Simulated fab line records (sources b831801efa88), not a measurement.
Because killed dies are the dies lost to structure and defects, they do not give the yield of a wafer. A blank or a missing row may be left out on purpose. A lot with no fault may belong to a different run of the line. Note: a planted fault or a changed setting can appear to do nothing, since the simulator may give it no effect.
Which tool was responsible? / flow sky130 / 15 lots with 45 wafers sampled at 5 steps, on a route of 708 steps

WHAT EACH GAUGE READ, for each wafer
SKY_VT_ADJUST_HVTR_OVL_MEAS_08. Usual: for VT_ADJUST_HVTR_OVL the level is 1.1 nm and the standard deviation is 1.7.
lot=L504; measured=day 9 10:29; on=overlay-01; VT_ADJUST_HVTR_OVL (nm)=0.5 1.1 0.9; flag=
lot=L505; measured=day 9 13:16; on=overlay-02; VT_ADJUST_HVTR_OVL (nm)=2.0 1.9 2.1; flag=
lot=L506; measured=day 9 21:11; on=overlay-02; VT_ADJUST_HVTR_OVL (nm)=2.1 2.6 2.2; flag=
lot=L507; measured=day 10 02:11; on=overlay-02; VT_ADJUST_HVTR_OVL (nm)=0.2 -0.4 0.2; flag=
lot=L508; measured=day 10 12:11; on=overlay-02; VT_ADJUST_HVTR_OVL (nm)=2.2 2.2 4.3; flag=
lot=L509; measured=day 10 16:15; on=overlay-01; VT_ADJUST_HVTR_OVL (nm)=-2.4 -1.0 0.4; flag=
lot=L517; measured=day 13 15:31; on=overlay-01; VT_ADJUST_HVTR_OVL (nm)=3.3 3.3 1.7; flag=
lot=L518; measured=day 14 00:29; on=overlay-02; VT_ADJUST_HVTR_OVL (nm)=4.3 3.1 3.1; flag=
lot=L519; measured=day 14 03:22; on=overlay-02; VT_ADJUST_HVTR_OVL (nm)=1.0 3.0 2.1; flag=
lot=L520; measured=day 14 08:07; on=overlay-02; VT_ADJUST_HVTR_OVL (nm)=1.9 0.7 2.2; flag=
lot=L522; measured=day 14 21:53; on=overlay-02; VT_ADJUST_HVTR_OVL (nm)=0.9 2.4 2.3; flag=
lot=L521; measured=day 14 23:26; on=overlay-01; VT_ADJUST_HVTR_OVL (nm)=1.7 -1.0 -1.4; flag=
lot=L524; measured=day 15 14:37; on=overlay-02; VT_ADJUST_HVTR_OVL (nm)=4.9 1.9 3.6; flag=
lot=L525; measured=day 15 18:53; on=overlay-02; VT_ADJUST_HVTR_OVL (nm)=-0.7 -0.5 -0.2; flag=
lot=L526; measured=day 16 00:16; on=overlay-02; VT_ADJUST_HVTR_OVL (nm)=-0.2 0.6 1.9; flag=

SKY_SONOS_TUNNEL_OVL_MEAS_08. Usual: for SONOS_TUNNEL_OVL the level is -0.2 nm and the standard deviation is 1.4.
lot=L504; measured=day 11 06:22; on=overlay-02; SONOS_TUNNEL_OVL (nm)=-1.2 1.1 0.0; flag=
lot=L505; measured=day 11 10:50; on=overlay-02; SONOS_TUNNEL_OVL (nm)=-1.6 -0.2 -0.6; flag=
lot=L506; measured=day 11 18:55; on=overlay-02; SONOS_TUNNEL_OVL (nm)=0.3 0.4 -0.7; flag=
lot=L507; measured=day 12 01:52; on=overlay-02; SONOS_TUNNEL_OVL (nm)=-1.0 0.7 -0.7; flag=
lot=L508; measured=day 12 11:37; on=overlay-01; SONOS_TUNNEL_OVL (nm)=-0.5 -1.2 -1.9; flag=
lot=L509; measured=day 12 15:34; on=overlay-01; SONOS_TUNNEL_OVL (nm)=-0.2 -0.6 0.7; flag=
lot=L517; measured=day 15 21:53; on=overlay-01; SONOS_TUNNEL_OVL (nm)=1.7 1.6 -0.8; flag=
lot=L518; measured=day 16 06:30; on=overlay-01; SONOS_TUNNEL_OVL (nm)=-1.9 -2.6 -2.4; flag=
lot=L519; measured=day 16 09:46; on=overlay-01; SONOS_TUNNEL_OVL (nm)=-0.3 -2.7 1.0; flag=
lot=L520; measured=day 16 15:13; on=overlay-01; SONOS_TUNNEL_OVL (nm)=-0.8 0.6 -0.9; flag=
lot=L522; measured=day 17 06:25; on=overlay-01; SONOS_TUNNEL_OVL (nm)=0.2 -1.8 1.5; flag=
lot=L521; measured=day 17 07:40; on=overlay-01; SONOS_TUNNEL_OVL (nm)=-0.1 -1.2 0.6; flag=
lot=L524; measured=day 18 00:22; on=overlay-01; SONOS_TUNNEL_OVL (nm)=-1.4 -1.7 -2.2; flag=
lot=L525; measured=day 18 05:04; on=overlay-01; SONOS_TUNNEL_OVL (nm)=0.4 2.6 1.2; flag=
lot=L526; measured=day 18 10:34; on=overlay-02; SONOS_TUNNEL_OVL (nm)=0.2 1.2 -0.4; flag=

SKY_GATE_OXIDE_THK_MEAS_02. Usual: for GATE_OXIDE_OXIDATION_00_THK the level is 10.27 nm and the standard deviation is 0.2.
lot=L504; measured=day 12 15:55; on=film metro-01; GATE_OXIDE_OXIDATION_00_THK (nm)=10.38 10.48 10.44; flag=
lot=L505; measured=day 12 21:06; on=film metro-04; GATE_OXIDE_OXIDATION_00_THK (nm)=10.38 10.62 10.49; flag=
lot=L506; measured=day 13 02:35; on=film metro-01; GATE_OXIDE_OXIDATION_00_THK (nm)=10.33 10.38 10.41; flag=
lot=L507; measured=day 13 10:47; on=film metro-01; GATE_OXIDE_OXIDATION_00_THK (nm)=12.17 12.34 12.50 12.18 12.26 12.55; flag=OFF
lot=L508; measured=day 14 00:10; on=film metro-01; GATE_OXIDE_OXIDATION_00_THK (nm)=12.28 12.26 12.45 12.30 12.25 12.39; flag=OFF
lot=L509; measured=day 14 08:51; on=film metro-04; GATE_OXIDE_OXIDATION_00_THK (nm)=12.47 12.61 12.50 12.48 12.56 12.52; flag=OFF
lot=L517; measured=day 17 10:09; on=film metro-01; GATE_OXIDE_OXIDATION_00_THK (nm)=10.40 10.27 10.38; flag=
lot=L518; measured=day 17 19:47; on=film metro-04; GATE_OXIDE_OXIDATION_00_THK (nm)=10.44 10.24 10.46; flag=
lot=L519; measured=day 18 00:32; on=film metro-02; GATE_OXIDE_OXIDATION_00_THK (nm)=10.36 10.17 10.30; flag=
lot=L520; measured=day 18 05:10; on=film metro-01; GATE_OXIDE_OXIDATION_00_THK (nm)=10.29 10.27 10.39; flag=
lot=L522; measured=day 18 22:22; on=film metro-04; GATE_OXIDE_OXIDATION_00_THK (nm)=10.11 10.31 10.12; flag=
lot=L521; measured=day 18 22:23; on=film metro-01; GATE_OXIDE_OXIDATION_00_THK (nm)=10.29 10.05 10.11; flag=
lot=L524; measured=day 19 14:04; on=film metro-01; GATE_OXIDE_OXIDATION_00_THK (nm)=10.27 10.48 10.07; flag=
lot=L525; measured=day 19 18:20; on=film metro-04; GATE_OXIDE_OXIDATION_00_THK (nm)=10.21 10.00 10.27; flag=
lot=L526; measured=day 19 23:00; on=film metro-01; GATE_OXIDE_OXIDATION_00_THK (nm)=10.04 9.99 10.16; flag=

SKY_POLY_GATE_CD_MEAS_13 targets a cd of 150 nm. Usual: cd nm at 150.4 nm, with a standard deviation of 1.4.
lot=L504; measured=day 16 06:07; on=cd sem-01; cd nm (nm)=150.7 149.2 150.3; flag=
lot=L505; measured=day 16 11:02; on=cd sem-01; cd nm (nm)=152.4 153.3 152.6; flag=
lot=L506; measured=day 16 20:28; on=cd sem-02; cd nm (nm)=148.8 151.4 150.7; flag=
lot=L507; measured=day 17 04:35; on=cd sem-01; cd nm (nm)=148.0 147.3 147.9; flag=
lot=L508; measured=day 17 18:13; on=cd sem-01; cd nm (nm)=149.0 149.5 148.5; flag=
lot=L509; measured=day 18 02:14; on=cd sem-01; cd nm (nm)=149.9 150.3 148.9; flag=
lot=L517; measured=day 21 12:08; on=cd sem-02; cd nm (nm)=150.0 150.1 151.2; flag=
lot=L518; measured=day 21 20:45; on=cd sem-02; cd nm (nm)=150.2 149.9 149.7; flag=
lot=L519; measured=day 22 00:53; on=cd sem-02; cd nm (nm)=152.1 150.3 150.4; flag=
lot=L520; measured=day 22 05:20; on=cd sem-01; cd nm (nm)=151.2 152.5 153.0; flag=
lot=L522; measured=day 22 22:57; on=cd sem-01; cd nm (nm)=150.3 150.5 149.8; flag=
lot=L521; measured=day 23 00:34; on=cd sem-01; cd nm (nm)=149.3 149.0 149.0; flag=
lot=L524; measured=day 23 14:21; on=cd sem-02; cd nm (nm)=151.0 150.5 151.4; flag=
lot=L525; measured=day 23 19:08; on=cd sem-01; cd nm (nm)=150.6 150.5 149.3; flag=
lot=L526; measured=day 23 22:28; on=cd sem-01; cd nm (nm)=150.7 150.6 150.6; flag=

WHAT TOOL EACH LOT RAN ON (gives the tool, then ch and the chambers of the sampled wafers, and finally the start)
lot=L504; SKY_GATE_OXIDE_OXIDATION_01=furnace-01 ch 0, day 12 14:29
lot=L505; SKY_GATE_OXIDE_OXIDATION_01=furnace-02 ch 0, day 12 19:41
lot=L506; SKY_GATE_OXIDE_OXIDATION_01=furnace-02 ch 0, day 13 01:09
lot=L507; SKY_GATE_OXIDE_OXIDATION_01=furnace-02 ch 0, day 13 09:22
lot=L508; SKY_GATE_OXIDE_OXIDATION_01=furnace-02 ch 0, day 13 22:45
lot=L509; SKY_GATE_OXIDE_OXIDATION_01=furnace-02 ch 0, day 14 07:25
lot=L517; SKY_GATE_OXIDE_OXIDATION_01=furnace-01 ch 0, day 17 08:44
lot=L518; SKY_GATE_OXIDE_OXIDATION_01=furnace-02 ch 0, day 17 18:22
lot=L519; SKY_GATE_OXIDE_OXIDATION_01=furnace-02 ch 0, day 17 23:06
lot=L520; SKY_GATE_OXIDE_OXIDATION_01=furnace-01 ch 0, day 18 03:44
lot=L522; SKY_GATE_OXIDE_OXIDATION_01=furnace-01 ch 0, day 18 20:58
lot=L521; SKY_GATE_OXIDE_OXIDATION_01=furnace-01 ch 0, day 18 20:58
lot=L524; SKY_GATE_OXIDE_OXIDATION_01=furnace-02 ch 0, day 19 12:39
lot=L525; SKY_GATE_OXIDE_OXIDATION_01=furnace-01 ch 0, day 19 16:55
lot=L526; SKY_GATE_OXIDE_OXIDATION_01=furnace-01 ch 0, day 19 21:35
- SKY_GATE_OXIDE_OXIDATION_01: stabilise 600 s, purge 300 s, target thk 10.268 nm.

AS READ BY THE TOOLS THEMSELVES (means over the sampled wafers that have a number; for cases with no such wafer, the mark the record gives instead)
SKY_GATE_OXIDE_OXIDATION_01. Usual: zone power centre pct at 18.6 %, with a standard deviation of 1.1.
lot=L504; tool=furnace-01; zone power centre pct (%)=17.3; flag=
lot=L505; tool=furnace-02; zone power centre pct (%)=19.7; flag=
lot=L506; tool=furnace-02; zone power centre pct (%)=19.7; flag=
lot=L507; tool=furnace-02; zone power centre pct (%)=19.7; flag=
lot=L508; tool=furnace-02; zone power centre pct (%)=19.7; flag=
lot=L509; tool=furnace-02; zone power centre pct (%)=19.5; flag=
lot=L517; tool=furnace-01; zone power centre pct (%)=17.5; flag=
lot=L518; tool=furnace-02; zone power centre pct (%)=19.6; flag=
lot=L519; tool=furnace-02; zone power centre pct (%)=19.8; flag=
lot=L520; tool=furnace-01; zone power centre pct (%)=17.4; flag=
lot=L522; tool=furnace-01; zone power centre pct (%)=17.3; flag=
lot=L521; tool=furnace-01; zone power centre pct (%)=17.4; flag=
lot=L524; tool=furnace-02; zone power centre pct (%)=19.4; flag=
lot=L525; tool=furnace-01; zone power centre pct (%)=17.5; flag=
lot=L526; tool=furnace-01; zone power centre pct (%)=17.4; flag=

THE ANSWER, worked out from the rows above alone
Rule: a lot counts as off when the mean over its wafers that have a number is more than 3 standard deviations away from the usual mean. Also off: a lot with no number at a reading for which 4 or more lots have one. All remaining lots with rows at the step are treated as sound. Order of review: gauges by route order, followed by the tools' own readings, for which a lot's mean as printed above is used. The first step at which some lot is off is used, and at that step the reading that is off furthest; a lot without a number counts as furthest.
Off: at SKY_GATE_OXIDE_THK_MEAS_02 (GATE_OXIDE_OXIDATION_00_THK), L507, L508, L509.
A tool fits if, at a process step before that reading, it ran every lot that is off, and no sound lot after the first of them. Gauges at SKY_GATE_OXIDE_THK_MEAS_02: tried the same way as those tools. No candidate that was tried fits.

WHAT HAD BEEN PUT IN BY THE SIMULATOR
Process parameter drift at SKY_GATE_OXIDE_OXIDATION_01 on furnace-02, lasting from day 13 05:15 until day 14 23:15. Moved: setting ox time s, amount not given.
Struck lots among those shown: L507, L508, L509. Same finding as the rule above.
